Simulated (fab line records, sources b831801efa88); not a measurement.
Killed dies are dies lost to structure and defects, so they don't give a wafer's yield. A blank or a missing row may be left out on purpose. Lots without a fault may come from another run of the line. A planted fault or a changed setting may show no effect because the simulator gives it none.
Problem report in the 8D (eight disciplines) form, filled by code | flow gf180mcu | the parts of the form that need people (team, actions taken, sign-off) are left out

1. THE PROBLEM
POLY_GATE_CVD_00_THK at GF_POLY_GATE_THK_MEAS_01 reads a mean of 218.6 nm on 6 wafers of 2 lots; wafers without a fault read 200.1 nm with a standard deviation of 2.2. That is +8.4 standard deviations from the usual mean.
First seen on wafer L224.2, day 9 22:03, on film_metro-02. The record holds 39 wafers of 13 lots with a number at this step. Rule for "out", or "out of limits": more than 4 standard deviations from the usual mean. The other wafers with a number count as sound.

2. WHAT IT IS AND WHAT IT IS NOT
question                    | is                     | is not
which readings at this step | POLY_GATE_CVD_00_THK   | -
which lots                  | L224, L225             | L219, L220, L221, L222, L235, L236, L237, L238, L240, L241, L242
which wafers of those lots  | all that have a number | -
read on which gauges        | film_metro-02          | film_metro-03, film_metro-04
when                        | from day 9 22:03       | up to then (12 sound wafers); but 21 sound wafers of L235, L236, L237, L238, L240, L241, L242 came after

3. SUSPECTS, AND WHAT RULES EACH OUT
Counting: a tool at a process step up to the reading stays a suspect if it ran every lot that is out and no sound lot after the first of them.
- the gauge at GF_POLY_GATE_THK_MEAS_01: ruled out. All the wafers that are out were read on film_metro-02, but those of them that GF_POLY_GATE_CVD_00 has rows for are out there too, on other tools.
- lpcvd-01 at GF_POLY_GATE_CVD_00 (deposits poly-Si, target thk 200 nm, time 1200 s): ruled out as a lasting fault. Sound lots L235, L238 ran on it after its first lot that is out, L224 (day 9 20:02).
Left after counting: nothing in the record.

4. THE CAUSE (what the simulator had put in)
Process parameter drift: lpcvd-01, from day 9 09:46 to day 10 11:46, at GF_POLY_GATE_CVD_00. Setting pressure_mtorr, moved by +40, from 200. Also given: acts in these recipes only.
Counting ruled it out, wrongly: the rule takes a fault to strike every lot that its tool runs from its start on, and this one did not.

5. THE CHAIN OF EFFECTS, in route order
Each row: a reading whose mean over the struck wafers that have a number lies more than 3 standard deviations from the usual. Only readings for which the record gives a usual standard deviation are gone through. hours: the time from each lot's start at the first step in this table that gives one to its start at this step, as a median over the lots. sigmas: the change in usual standard deviations.
hours | step                     | reading              | usual       | on struck wafers | change | sigmas
0     | GF_POLY_GATE_CVD_00      | pressure_mtorr       | 200.1 mTorr | 239.9            | +39.8  | +99 or more
2     | GF_POLY_GATE_THK_MEAS_01 | POLY_GATE_CVD_00_THK | 200.1 nm    | 218.6            | +18.5  | +8.4
The process steps in it:
- GF_POLY_GATE_CVD_00: deposits poly-Si, target thk 200 nm, time 1200 s.
Later measuring or inspecting steps at which every struck wafer that the step has a row for has a number for every such reading, and none has moved that far: GF_HV_LDD_CD_MEAS_07, GF_HV_LDD_CD_MEAS_46.

6. WHAT WOULD HAVE CAUGHT IT SOONER
In this record the first reading out of limits at a measuring or inspecting step was taken at day 9 22:03, 12 hours after the fault began at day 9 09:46.
The tool's own readings at GF_POLY_GATE_CVD_00 were out on every struck wafer that the step has a row for (pressure_mtorr): an alarm limit on them would have fired on the first of those.
